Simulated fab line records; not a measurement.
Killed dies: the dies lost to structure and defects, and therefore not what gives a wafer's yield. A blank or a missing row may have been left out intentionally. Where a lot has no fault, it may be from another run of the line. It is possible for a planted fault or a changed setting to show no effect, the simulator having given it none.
2 desks looking at one fault -- flow sky130 -- each desk has only its own numbers; what lay behind them comes last

## THE METROLOGY DESK
Lot by lot, what the gauges showed, no matter which tool ran the lot: averages of those sampled wafers that carry a number. A lot is out of limits, marked OUT, if its mean lies more than 4 standard deviations from the usual mean; the brackets give that distance.
Columns: A = CONTACT_HDPCVD_THK at SKY_CONTACT_THK_MEAS_03, usual 567 nm
lot,first seen here,A
L297,day 30 07:13,564
L299,day 30 21:07,565
L300,day 31 05:38,561
L301,day 31 15:45,574
L302,day 32 02:49,568
L303,day 32 04:09,563
L312,day 35 12:11,571
L315,day 36 02:47,569
L316,day 37 01:39,564
L318,day 37 02:58,573
L319,day 37 09:12,574
L320,day 37 15:08,563
This desk found nothing out of limits on any of the 12 lots.

## FOR THE TOOL OWNER'S DESK: rie-diel-01
The tool's own readings at SKY_POLY_GATE_ETCH_16 (etches Si3N4 in CH3F/O2, stops on poly-Si, time 147.5 s, target depth 75 nm): means of the sampled wafers that have a number, for each lot that ran on this tool. A lot is out of limits, marked OUT, if its mean lies more than 4 standard deviations from the usual mean; the brackets give that distance.
Columns: A = bias-w at SKY_POLY_GATE_ETCH_16, usual 80.00 W; B = drypump-motor-current-A at SKY_POLY_GATE_ETCH_16, usual 5.7 A; C = oes-product-au at SKY_POLY_GATE_ETCH_16, usual 0.638 a.u.; D = throttle-valve-pct at SKY_POLY_GATE_ETCH_16, usual 10.536 %
lot,first seen here,A,B,C,D
L302,day 18 05:59,80.12,5.2,0.633,10.539
L312,day 22 05:12,92.33 (+54) OUT,5.7,0.643,10.534
L319,day 24 10:27,79.92,5.7,0.634,10.543
This desk's finding: out of limits on L312; first on L312, day 22 05:12 (bias-w at SKY_POLY_GATE_ETCH_16). In limits: L302, L319.

## PUT TOGETHER
An alarm could have come from the tool owner's desk at day 22 05:12, on L312.
The metrology desk saw nothing out of limits.
The metrology desk holds a record of L312, inside its limits.
All the named lots went through SKY_POLY_GATE_ETCH_16 on rie-diel-01.

## WHAT THE SIMULATOR PUT IN
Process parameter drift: rie-diel-01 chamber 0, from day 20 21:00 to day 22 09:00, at SKY_POLY_GATE_ETCH_16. From 80, the setting bias-w moved by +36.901. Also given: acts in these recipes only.
Struck lots among those shown: L312.
Delay in hours, fault start to first out-of-limits reading, by desk: the tool owner's desk at 32.
